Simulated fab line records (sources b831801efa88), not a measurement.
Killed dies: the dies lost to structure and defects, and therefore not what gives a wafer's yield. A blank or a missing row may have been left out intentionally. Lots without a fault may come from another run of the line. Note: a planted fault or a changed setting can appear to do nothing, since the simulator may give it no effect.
fab line records	flow gf180mcu
record lots=13	wafers=39	last-day=34
route steps=602 shown NWELL@49 VT_IMPLANT@121 POLY_GATE@167
lots untouched by any fault: they come from a run of this same line in which no faults occurred
start-h: hours from the record's opening day to when the first of the lot's shown wafers began	wait-h: time in hours since the lot's previous step	" unchanged from the row above	L1.1+2: several wafers, shown together as one row	- no value, or no start given	* or withheld: withheld	< > ~ a bound
route shown NAME@n: a module of which the file shows steps, and the number in the route of the first	usual: mean/standard deviation taken from wafers without a fault	same: alike in all rows	chamber/n: place in a boat	sites: the reading at each site	_std_site: standard deviation of those values	_edge_site: the outer-site mean with the inner-site mean subtracted	radius-mm: for every site, how far away it sits from the centre of the wafer	mask NAME#n: copy n	behind: tool/chamber where the wafer was last shaped	hold: reason for holding the lot/hours on hold/outcome of the hold	device: the n, p or np transistor that did not switch	end of line: the route-end tests of the same wafers	step lacking rows: just its recipe	killed: count of dies lost to structure and defects at first sort (not the wafer's yield)	map: a wafer's dies, marking killed ones x, the rest . and places with no die _
set.NAME: setting as actually run; set.NAME@STEP: the setting as run at that earlier step	model.NAME: the simulator's own value behind a step, which no gauge read
a sample of lots followed through the steps of the route, with each step as a table and each wafer as a row
services: the hour from which a tool's chamber was out of use, counted from the record's first day as start-h (under 0 if before that day), plus the number of hours and why
## steps
# step GF_NWELL_OVL_MEAS_07
# usual NWELL_OVL=0.9/1.2
lot.wafer	tool	chamber	start-h	wait-h	NWELL_OVL[nm]
L392.1	overlay-02	-	56.92	-	0.6
L392.4	"	-	"	"	0.5
L392.6	"	-	"	"	0.9
L393.1	overlay-02	-	61.29	-	-1.1
L393.2	"	-	"	"	0.1
L393.5	"	-	"	"	0.3
L397.1	overlay-02	-	83.47	-	-1.0
L397.5	"	-	"	"	0.5
L397.6	"	-	"	"	0.0
L399.2	overlay-02	-	91.20	-	2.3
L399.3	"	-	"	"	0.9
L399.4	"	-	"	"	2.6
L402.1	overlay-01	-	109.09	-	1.3
L402.3	"	-	"	"	1.8
L402.4	"	-	"	"	0.1
L403.1	overlay-02	-	113.24	-	0.3
L403.5	"	-	"	"	-1.1
L403.6	"	-	"	"	-0.8
L405.3	overlay-02	-	131.13	-	3.2
L405.4	"	-	"	"	2.6
L405.5	"	-	"	"	1.3
L407.1	overlay-02	-	143.54	-	1.9
L407.4	"	-	"	"	1.2
L407.5	"	-	"	"	1.2
L408.2	overlay-01	-	147.39	-	0.7
L408.3	"	-	"	"	0.3
L408.4	"	-	"	"	-1.2
L409.2	overlay-01	-	150.67	-	2.4
L409.3	"	-	"	"	3.4
L409.5	"	-	"	"	3.3
L410.2	overlay-02	-	159.09	-	-0.1
L410.4	"	-	"	"	-0.9
L410.6	"	-	"	"	-0.2
L413.1	overlay-01	-	172.87	-	1.4
L413.3	"	-	"	"	-0.6
L413.6	"	-	"	"	1.9
L414.1	overlay-02	-	173.84	-	2.0
L414.2	"	-	"	"	1.6
L414.5	"	-	"	"	-0.1
# step GF_NWELL_IMPLANT_08
# recipe species=P	energy-kev=450	dose-cm2=1.5e+13	tilt-deg=0
# usual beam-energy-keV=450.00/0.15
lot.wafer	tool	chamber	start-h	wait-h	beam-energy-keV
L392.1	implanter-01	0	56.96	0.0	449.86
L392.4	"	0	"	"	449.95
L392.6	"	0	"	"	450.08
L393.1	implanter-01	0	61.32	0.0	450.11
L393.2	"	0	"	"	449.98
L393.5	"	0	"	"	449.95
L397.1	implanter-01	0	83.51	0.0	449.96
L397.5	"	0	"	"	449.97
L397.6	"	0	"	"	449.87
L399.2	implanter-01	0	91.25	0.0	449.89
L399.3	"	0	"	"	449.86
L399.4	"	0	"	"	450.05
L402.1	implanter-01	0	109.13	0.0	471.76
L402.3	"	0	"	"	471.59
L402.4	"	0	"	"	471.90
L403.1	implanter-01	0	113.28	0.0	471.65
L403.5	"	0	"	"	471.69
L403.6	"	0	"	"	471.73
L405.3	implanter-02	0	131.20	0.1	450.13
L405.4	"	0	"	"	450.03
L405.5	"	0	"	"	450.06
L407.1	implanter-02	0	143.58	0.0	449.91
L407.4	"	0	"	"	450.02
L407.5	"	0	"	"	450.04
L408.2	implanter-04	0	147.45	0.0	449.95
L408.3	"	0	"	"	450.14
L408.4	"	0	"	"	450.13
L409.2	implanter-02	0	150.73	0.0	449.81
L409.3	"	0	"	"	449.68
L409.5	"	0	"	"	449.62
L410.2	implanter-04	0	159.15	0.0	450.07
L410.4	"	0	"	"	449.81
L410.6	"	0	"	"	449.88
L413.1	implanter-02	0	172.90	0.0	450.03
L413.3	"	0	"	"	449.86
L413.6	"	0	"	"	449.91
L414.1	implanter-04	0	173.87	0.0	450.11
L414.2	"	0	"	"	449.77
L414.5	"	0	"	"	449.73
# step GF_VT_IMPLANT_STRIP_31
# recipe chemistry=O2/N2	power-w=1400	pressure-mtorr=1500	platen-temp-c=250	o2-flow-sccm=3000	n2-flow-sccm=300	overash-fraction=0.5
# usual drypump-motor-current-A=5.6/0.45	heater-power-w=309/36	oes-product-au=0.716/0.0047	strip-time-to-endpoint-s=12.65/0.036
lot.wafer	tool	chamber	start-h	wait-h	drypump-motor-current-A	heater-power-w	oes-product-au	rf-hours-counter-h	strip-time-to-endpoint-s
L392.1	plasma-asher-02	1	140.60	0.1	6.2	307	0.715	52	12.62
L392.4	"	1	"	"	6.2	300	0.713	-	12.61
L392.6	"	0	"	"	5.6	359	0.721	-	12.59
L393.1	plasma-asher-01	1	145.23	0.1	4.8	321	0.705	37	12.64
L393.2	"	0	"	"	5.4	293	0.720	37	12.64
L393.5	"	1	"	"	4.8	320	0.724	-	12.61
L397.1	plasma-asher-01	0	173.35	0.1	5.4	292	0.726	40	12.58
L397.5	"	0	"	"	5.4	296	0.713	-	12.58
L397.6	"	1	"	"	4.8	321	0.717	-	12.59
L399.2	plasma-asher-03	0	180.15	0.1	6.1	337	0.716	46	12.68
L399.3	"	1	"	"	5.3	241	0.714	-	12.63
L399.4	"	0	"	"	6.1	337	0.720	-	12.64
L402.1	plasma-asher-03	0	203.12	0.1	6.1	335	0.705	49	12.72
L402.3	"	1	"	"	5.4	237	0.719	-	12.69
L402.4	"	0	"	"	6.1	342	0.712	-	12.69
L403.1	plasma-asher-01	0	209.12	0.1	5.4	301	0.709	44	12.69
L403.5	"	0	"	"	5.4	301	0.719	-	12.61
L403.6	"	1	"	"	4.8	323	0.721	-	12.66
L405.3	plasma-asher-03	1	231.51	0.1	5.3	248	0.713	-	12.65
L405.4	"	0	"	"	6.1	332	0.718	-	12.65
L405.5	"	1	"	"	5.4	246	0.714	-	12.63
L407.1	plasma-asher-01	1	246.72	0.1	4.8	322	0.717	48	12.68
L407.4	"	0	"	"	5.4	301	0.711	-	12.66
L407.5	"	1	"	"	4.8	329	0.719	-	12.67
L408.2	plasma-asher-01	1	250.52	0.1	4.8	320	0.711	48	12.59
L408.3	"	1	"	"	4.8	323	0.715	-	12.61
L408.4	"	0	"	"	5.4	297	0.713	-	12.61
L409.2	plasma-asher-03	0	255.70	0.1	6.1	329	0.723	54	12.69
L409.3	"	0	"	"	6.1	328	0.712	-	12.68
L409.5	"	0	"	"	6.1	334	0.710	-	12.69
L410.2	plasma-asher-02	0	265.22	0.1	5.6	354	0.709	65	12.70
L410.4	"	0	"	"	5.6	362	0.708	-	12.70
L410.6	"	1	"	"	6.1	309	0.721	-	12.68
L413.1	plasma-asher-01	0	281.02	0.1	5.4	293	0.712	51	12.72
L413.3	"	1	"	"	4.8	323	0.720	-	12.69
L413.6	"	0	"	"	5.3	291	0.718	-	12.74
L414.1	plasma-asher-03	0	283.42	0.1	6.1	325	0.712	57	12.64
L414.2	"	1	"	"	5.4	249	0.725	57	12.61
L414.5	"	0	"	"	6.1	334	0.716	-	12.66
# step GF_VT_IMPLANT_RS_MEAS_47
# recipe thk-meas-gauge=four-point-probe
# usual NWELL_RS=487.5/1.3
lot.wafer	tool	chamber	start-h	wait-h	NWELL_RS[ohm/sq]
L392.1	film-metro-04	-	156.68	0.1	488.1
L392.4	"	-	"	"	486.6
L392.6	"	-	"	"	487.6
L393.1	film-metro-02	-	161.55	0.1	487.5
L393.2	"	-	"	"	486.9
L393.5	"	-	"	"	486.8
L397.1	film-metro-03	-	190.36	0.1	489.7
L397.5	"	-	"	"	489.3
L397.6	"	-	"	"	489.0
L399.2	film-metro-04	-	197.22	0.1	488.1
L399.3	"	-	"	"	488.7
L399.4	"	-	"	"	489.5
L402.1	film-metro-03	-	221.15	0.1	484.0
L402.3	"	-	"	"	484.3
L402.4	"	-	"	"	483.2
L403.1	film-metro-03	-	227.80	0.1	481.7
L403.5	"	-	"	"	482.1
L403.6	"	-	"	"	481.1
L405.3	film-metro-03	-	249.84	0.1	489.7
L405.4	"	-	"	"	487.6
L405.5	"	-	"	"	487.4
L407.1	film-metro-04	-	266.80	0.1	486.9
L407.4	"	-	"	"	487.6
L407.5	"	-	"	"	486.6
L408.2	film-metro-02	-	270.30	0.1	488.3
L408.3	"	-	"	"	488.9
L408.4	"	-	"	"	489.4
L409.2	film-metro-02	-	275.71	0.1	487.4
L409.3	"	-	"	"	488.4
L409.5	"	-	"	"	487.2
L410.2	film-metro-04	-	285.57	0.1	487.0
L410.4	"	-	"	"	486.6
L410.6	"	-	"	"	486.5
L413.1	film-metro-02	-	301.61	0.1	486.8
L413.3	"	-	"	"	487.1
L413.6	"	-	"	"	489.0
L414.1	film-metro-02	-	304.11	0.1	487.1
L414.2	"	-	"	"	486.6
L414.5	"	-	"	"	487.7
# step GF_POLY_GATE_CD_MEAS_10
# recipe target-cd-nm=280
# usual cd-nm=279.5/1.3
lot.wafer	tool	chamber	start-h	wait-h	cd-nm
L392.1	cd-sem-01	-	193.63	0.1	279.2
L392.4	"	-	"	"	279.5
L392.6	"	-	"	"	277.1
L393.1	cd-sem-02	-	199.07	0.1	278.8
L393.2	"	-	"	"	280.0
L393.5	"	-	"	"	279.1
L397.1	cd-sem-01	-	233.19	0.1	281.3
L397.5	"	-	"	"	282.4
L397.6	"	-	"	"	281.6
L399.2	cd-sem-02	-	239.74	0.1	278.2
L399.3	"	-	"	"	277.9
L399.4	"	-	"	"	279.3
L402.1	cd-sem-01	-	263.99	0.1	280.0
L402.3	"	-	"	"	280.2
L402.4	"	-	"	"	280.0
L403.1	cd-sem-01	-	270.84	0.1	279.0
L403.5	"	-	"	"	279.8
L403.6	"	-	"	"	280.2
L405.3	cd-sem-01	-	294.86	0.1	276.2
L405.4	"	-	"	"	276.7
L405.5	"	-	"	"	276.5
L407.1	cd-sem-01	-	311.23	0.1	280.3
L407.4	"	-	"	"	280.2
L407.5	"	-	"	"	279.6
L408.2	cd-sem-02	-	315.93	0.3	280.2
L408.3	"	-	"	"	280.9
L408.4	"	-	"	"	282.0
L409.2	cd-sem-02	-	322.96	0.1	278.8
L409.3	"	-	"	"	279.7
L409.5	"	-	"	"	280.4
L410.2	cd-sem-02	-	332.50	0.1	280.6
L410.4	"	-	"	"	280.4
L410.6	"	-	"	"	282.0
L413.1	cd-sem-02	-	348.14	0.1	281.3
L413.3	"	-	"	"	282.5
L413.6	"	-	"	"	280.9
L414.1	cd-sem-01	-	351.47	0.1	278.4
L414.2	"	-	"	"	278.4
L414.5	"	-	"	"	278.6
## services
tool	chamber	start-h	hours	kind
implanter-02	-	40.48	0.5	repair
implanter-02	-	42.71	6.9	pm
implanter-04	-	54.64	6.2	repair
plasma-asher-03	-	78.43	0.8	repair
implanter-04	-	89.45	3.1	repair
plasma-asher-01	-	106.91	2.8	pm
implanter-04	-	107.72	3.4	pm
plasma-asher-03	-	112.84	2.8	pm
plasma-asher-03	-	137.53	8.1	repair
implanter-01	-	153.30	2.8	repair
plasma-asher-01	-	171.77	1.5	repair
implanter-01	-	180.96	3.4	repair
implanter-01	-	191.05	1.9	repair
implanter-01	-	232.40	3.9	pm
implanter-02	-	249.30	0.9	repair
## key
first-sign step=GF_NWELL_IMPLANT_08	reading=beam-energy-keV	direction=up	sigmas=99+	usual=450.00	struck=471.72
effect step=GF_VT_IMPLANT_RS_MEAS_47	reading=NWELL_RS	direction=down	sigmas=3.8	usual=487.5	struck=482.7
met-at GF_NWELL_IMPLANT_08
struck-lots L402,L403
tester-left-out L402,L403
not-acting-at GF_NWELL_OVL_MEAS_07,GF_VT_IMPLANT_STRIP_31,GF_POLY_GATE_CD_MEAS_10
onset-between 91.25 109.13
fault kind=process-parameter-drift	tool=implanter-01	chamber=-	onset-h=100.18	steps=GF_NWELL_IMPLANT_08	channel=energy-kev	offset=21.601	shape=step	end-h=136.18	acts-in=these-recipes-only	stated=450
# tester-left-out: of these lots the tester's yield and bins aren't shown, on N5 and GAA mostly nor the transistor test; their killed dies are dies lost to structure and defects alone, not to doping, threshold or leakage, so they don't give the yield
